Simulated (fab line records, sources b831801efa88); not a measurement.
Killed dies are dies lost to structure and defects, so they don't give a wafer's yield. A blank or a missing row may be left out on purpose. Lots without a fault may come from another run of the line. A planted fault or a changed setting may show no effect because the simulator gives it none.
Split-lot experiment | flow sfq_line | 5 lots, 23 wafers read, on a route of 325 steps

THE SPLIT
At SFQ_TRILAYER_M5_LITHO_COAT_128 (resist thk 62 nm), the setting resist_thk_nm was moved away from the recipe's 62 nm on 5 of the 23 wafers read, by -2.4% to -1.8%. The other wafers ran this setting at the recipe's value.

The reading is taken at the split's own step.

THE READING
BARC_of_TRILAYER_M5_LITHO_COAT_128.thk_nm (the simulator's own value, which no gauge read), in nm, at SFQ_TRILAYER_M5_LITHO_COAT_128 (resist thk 62 nm). The file gives no usual value for it. The 18 wafers here that ran the recipe average 62.12 nm, standard deviation 0.22 nm.

wafer  | tool, chamber at the split | resist_thk_nm as run, nm | against the recipe | BARC_of_TRILAYER_M5_LITHO_COAT_128.thk_nm, nm | against lot-mates on the recipe
L074.1 | litho_track-03, 0          | 60.52                    | -2.4%              | 60.78                                         | -1.27
L074.2 | litho_track-03, 0          | 62                       | recipe             | 62.15                                         | -
L074.4 | litho_track-03, 0          | 62                       | recipe             | 61.94                                         | -
L074.5 | litho_track-03, 0          | 60.52                    | -2.4%              | 60.72                                         | -1.33
L074.6 | litho_track-03, 0          | 60.52                    | -2.4%              | 60.88                                         | -1.16
L077.4 | litho_track-01, 0          | 62                       | recipe             | 62.11                                         | -
L077.6 | litho_track-01, 0          | 62                       | recipe             | 62.11                                         | -
L077.5 | litho_track-01, 0          | 62                       | recipe             | 62.18                                         | -
L078.1 | litho_track-04, 0          | 60.91                    | -1.8%              | 60.6                                          | -1.15
L078.2 | litho_track-04, 0          | 60.91                    | -1.8%              | 60.67                                         | -1.08
L078.4 | litho_track-04, 0          | 62                       | recipe             | 61.94                                         | -
L078.5 | litho_track-04, 0          | 62                       | recipe             | 61.53                                         | -
L078.6 | litho_track-04, 0          | 62                       | recipe             | 61.77                                         | -
L080.1 | litho_track-01, 0          | 62                       | recipe             | 62.4                                          | -
L080.3 | litho_track-01, 0          | 62                       | recipe             | 62.4                                          | -
L080.4 | litho_track-01, 0          | 62                       | recipe             | 62.07                                         | -
L080.5 | litho_track-01, 0          | 62                       | recipe             | 62.27                                         | -
L080.6 | litho_track-01, 0          | 62                       | recipe             | 62.28                                         | -
L084.1 | litho_track-01, 0          | 62                       | recipe             | 62.36                                         | -
L084.2 | litho_track-01, 0          | 62                       | recipe             | 62.28                                         | -
L084.3 | litho_track-01, 0          | 62                       | recipe             | 62.15                                         | -
L084.5 | litho_track-01, 0          | 62                       | recipe             | 62.08                                         | -
L084.6 | litho_track-01, 0          | 62                       | recipe             | 62.18                                         | -

THE FIT
A straight line over all 23 wafers: BARC_of_TRILAYER_M5_LITHO_COAT_128.thk_nm changes by +0.629 nm for each +1% of resist_thk_nm; r = +0.92; the points scatter about the line by 0.24 nm.
The same after taking each lot's own level away (the mean of its wafers on the recipe; 23 wafers): +0.551 nm for each +1%; r = +0.97; scatter 0.12 nm.
On that fit, the largest move of resist_thk_nm shifts the reading by 1.3 nm.
The lots' own levels span 61.747 to 62.284 nm, that is 2.5 times the standard deviation above.
So the lot-to-lot level changes the slope: the two fits differ.
Check: with one of the wafers moved furthest among these (-2.4%) left out of the fit, the line predicts -1.34 nm for it against its lot-mates. It came out at -1.27 nm against them.

OTHER SPLITS ON THESE WAFERS
These wafers also went through other splits before the reading. Each is held against what the fit with the lots' levels taken away leaves over:
other split on the same wafers                      | wafers away from the commonest value | r with BARC_of_TRILAYER_M5_LITHO_COAT_128.thk_nm (lot level and that fit taken away)
SFQ_TRILAYER_JJ_CE_LITHO_COAT_119 spin_rpm          | 11                                   | -0.41
SFQ_TRILAYER_JJ_CE_BARC_OPEN_RIE_150 pressure_mtorr | 18                                   | -0.01

THE FILE'S OWN FIT
BARC_of_TRILAYER_M5_LITHO_COAT_128.thk_nm changes by +0.562 nm for each +1% of resist_thk_nm, r = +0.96.
